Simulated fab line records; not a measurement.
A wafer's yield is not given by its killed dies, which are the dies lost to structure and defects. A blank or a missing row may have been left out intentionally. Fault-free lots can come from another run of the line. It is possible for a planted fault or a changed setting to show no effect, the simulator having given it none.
Code-filled problem report in 8D (eight disciplines) form	flow sfqLine	the parts of the form that need people (team, actions taken, sign-off) are left out

== 1. WHAT WENT WRONG ==
At SFQ_TRILAYER_I5_BARC_OPEN_VIA_ETCH_200, biasW averages 89.55 W over 2 wafers from 2 lots, while fault-free wafers read 80.01 W, standard deviation 0.25. Measured from the usual mean, that is +38 standard deviations.
The step: etches BARC in O2, target depth 125 nm, time 41.7 s.
Seen first at day 66 05:47 on rieDiel-03, wafer L730.3. Wafers with a number at this step in the record: 42, from 14 lots. The rule behind "out" and "out of limits": a value lying over 4 standard deviations away from the usual mean. Any other wafer with a number is counted as sound.

== 2. WHAT IT IS, WHAT IT ISN'T ==
question	is	is not
which readings at this step	biasW	drypumpMotorCurrentA, oesProductAu
which lots	L730, L733	L718, L719, L720, L721, L722, L723, L725, L726, L736, L738, L740, L741
which wafers of those lots	L730.3, L733.6	L730.2, L730.6, L733.3, L733.5
read on which tools	rieDiel-03	rieDiel-02, rieDiel-04
when	from day 66 05:47	up to then (26 sound wafers); but 14 sound wafers of L733, L736, L738, L740, L741 came after

== 3. SUSPECTS, AND WHAT RULES EACH OUT ==
Counting: any tool at a process step up to the reading remains a suspect provided it ran every lot that is out. Sound lots after the first of them don't rule it out here, since some wafers of a struck lot are sound.
- rieMetal-01 at SFQ_TRILAYER_M2_BARC_OPEN_METAL_ETCH_077 (etches BARC in O2, target depth 125 nm, time 41.7 s): kept. Every lot that is out went through it, the first being L730 (day 36 21:36); the last sound lot it ran before that was L726 (day 27 09:16).
- rieDiel-03 at SFQ_TRILAYER_I5_BARC_OPEN_VIA_ETCH_200 (etches BARC in O2, target depth 125 nm, time 41.7 s): kept. Every lot that is out went through it, the first being L730 (day 66 05:47); the last sound lot it ran before that was L726 (day 64 21:49). Its own biasW readings are out on those wafers.
- At SFQ_TRILAYER_I5_BARC_OPEN_VIA_ETCH_200, inside rieDiel-03: chamber 3 took the wafers that are out, while their sound lot-mates went through chambers 0, 2.
Left after counting: rieMetal-01 at SFQ_TRILAYER_M2_BARC_OPEN_METAL_ETCH_077, rieDiel-03 at SFQ_TRILAYER_I5_BARC_OPEN_VIA_ETCH_200.

== 4. THE CAUSE (what the simulator had put in) ==
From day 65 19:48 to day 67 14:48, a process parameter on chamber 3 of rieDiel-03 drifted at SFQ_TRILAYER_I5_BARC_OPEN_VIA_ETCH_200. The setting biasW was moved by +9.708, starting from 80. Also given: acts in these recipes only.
After counting, 2 suspects remain, this tool included.

== 5. THE CHAIN OF EFFECTS, in route order ==
Rows list readings where the struck wafers' mean (over those with a number) sits beyond 3 standard deviations from the usual. Only readings for which the record gives a usual standard deviation are gone through. hours: the time from each lot's start at the first step in this table that gives one to its start at this step, as a median over the lots. sigmas: the change in usual standard deviations.
hours	step	reading	usual	on struck wafers	change	sigmas
0	SFQ_TRILAYER_I5_BARC_OPEN_VIA_ETCH_200	biasW	80.01 W	89.55	+9.53	+38
Here are the process steps it includes:
- SFQ_TRILAYER_I5_BARC_OPEN_VIA_ETCH_200: etches BARC in O2, target depth 125 nm, time 41.7 s.
At these later measuring or inspecting steps, every struck wafer for which the step has a row has a number for every such reading, and none has moved that far: SFQ_M6_OVL_MEAS_940.

== 6. HOW IT WOULD HAVE BEEN CAUGHT EARLIER ==
In this record the first reading out of limits was taken at day 66 05:47, 10 hours after the fault began at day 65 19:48.
